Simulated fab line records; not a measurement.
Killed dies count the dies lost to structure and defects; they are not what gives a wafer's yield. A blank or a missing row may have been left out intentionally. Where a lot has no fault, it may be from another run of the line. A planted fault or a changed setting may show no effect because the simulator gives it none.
Split-lot experiment | flow sfq_line | 23 wafers read from 5 lots, route of 325 steps

== SPLIT DETAILS ==
At SFQ_TRILAYER_M1_ETCH_METAL_ETCH_042 (etches Nb in Cl2/Ar, stops on SiO2, target depth 240 nm, time 120 s), the setting time_s was moved away from the recipe's 120 s on 5 of the 23 wafers read, by -13.3% to +11.7%. The other wafers ran this setting at the recipe's value.

The reading is taken at the split's own step.

== THE READING ==
KrF_of_TRILAYER_M1_LITHO_COAT_039.thk_nm (the simulator's own value, which no gauge read), in nm, at SFQ_TRILAYER_M1_ETCH_METAL_ETCH_042 (etches Nb in Cl2/Ar, stops on SiO2, target depth 240 nm, time 120 s). There is no usual value for it anywhere in the file. Average 378.0 nm, standard deviation 3.7 nm, over the 18 wafers here run with the recipe.

wafer  | tool, chamber at the split | time_s as run, s | against the recipe | KrF_of_TRILAYER_M1_LITHO_COAT_039.thk_nm, nm | against lot-mates on the recipe
L074.1 | rie_metal-02, 0            | 120              | recipe             | 379.4                                        | -
L074.3 | rie_metal-02, 0            | 120              | recipe             | 379.2                                        | -
L074.4 | rie_metal-02, 1            | 120              | recipe             | 380                                          | -
L077.1 | rie_metal-02, 0            | 120              | recipe             | 380.8                                        | -
L077.2 | rie_metal-02, 1            | 104.1            | -13.3%             | 402                                          | +21.0
L077.3 | rie_metal-02, 0            | 120              | recipe             | 379.9                                        | -
L077.5 | rie_metal-02, 1            | 120              | recipe             | 382.2                                        | -
L077.6 | rie_metal-02, 0            | 104.1            | -13.3%             | 401.5                                        | +20.5
L079.1 | rie_metal-01, 0            | 120              | recipe             | 380.2                                        | -
L079.2 | rie_metal-01, 1            | 120              | recipe             | 371.5                                        | -
L079.4 | rie_metal-01, 1            | 120              | recipe             | 373.2                                        | -
L079.5 | rie_metal-01, 0            | 120              | recipe             | 380.3                                        | -
L079.6 | rie_metal-01, 1            | 120              | recipe             | 375.3                                        | -
L080.1 | rie_metal-03, 0            | 120              | recipe             | 378.7                                        | -
L080.2 | rie_metal-03, 1            | 120              | recipe             | 374.3                                        | -
L080.4 | rie_metal-03, 1            | 120              | recipe             | 373.9                                        | -
L080.5 | rie_metal-03, 1            | 120              | recipe             | 371.4                                        | -
L080.6 | rie_metal-03, 0            | 120              | recipe             | 378.4                                        | -
L083.1 | rie_metal-01, 1            | 120              | recipe             | 379.8                                        | -
L083.2 | rie_metal-01, 0            | 120              | recipe             | 384.9                                        | -
L083.3 | rie_metal-01, 0            | 134.1            | +11.7%             | 369.3                                        | -13.1
L083.4 | rie_metal-01, 1            | 134.1            | +11.7%             | 362.3                                        | -20.1
L083.6 | rie_metal-01, 1            | 134.1            | +11.7%             | 363.6                                        | -18.8

FIT RESULTS
A straight line over all 23 wafers: KrF_of_TRILAYER_M1_LITHO_COAT_039.thk_nm changes by -1.43 nm for each +1% of time_s; r = -0.90; the points scatter about the line by 4.1 nm.
The same after taking each lot's own level away (the mean of its wafers on the recipe; 23 wafers): -1.52 nm for each +1%; r = -0.96; scatter 2.7 nm.
According to that fit, moving time_s by its largest amount changes the reading by 20 nm.
From 375.34 to 382.35 nm: that is the span of the lots' own levels, equal to 1.9 times the standard deviation above.
Consequently the slope shifts little with the lot-to-lot level, the two slopes agreeing.
Check: for one of the wafers moved furthest among these (-13.3%), held out of the fit, the line's prediction against its lot-mates is +19.9 nm. It came out at +21 nm against them.

== ADDITIONAL SPLITS CARRIED BY THESE WAFERS ==
These wafers also went through other splits before the reading. Each is held against what the fit with the lots' levels taken away leaves over:
other split on the same wafers                  | wafers away from the commonest value | r with KrF_of_TRILAYER_M1_LITHO_COAT_039.thk_nm (lot level and that fit taken away)
SFQ_TRILAYER_INCOMING_OXIDATION_002 temp_c      | 18                                   | +0.00
SFQ_TRILAYER_L0_LITHO_COAT_010 resist_thk_nm    | 10                                   | +0.19
SFQ_TRILAYER_L0_BARC_OPEN_METAL_ETCH_010 time_s | 3                                    | +0.04
SFQ_TRILAYER_M0_LITHO_EXPOSE_022 dose_mj        | 11                                   | +0.17
SFQ_TRILAYER_M0_LITHO_PEB_024 peb_time_s        | 6                                    | +0.06
SFQ_TRILAYER_I0_VIA_LITHO_PEB_034 peb_temp_c    | 4                                    | -0.16

== THE FILE'S OWN FIT ==
KrF_of_TRILAYER_M1_LITHO_COAT_039.thk_nm changes by -1.52 nm for each +1% of time_s, r = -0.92.
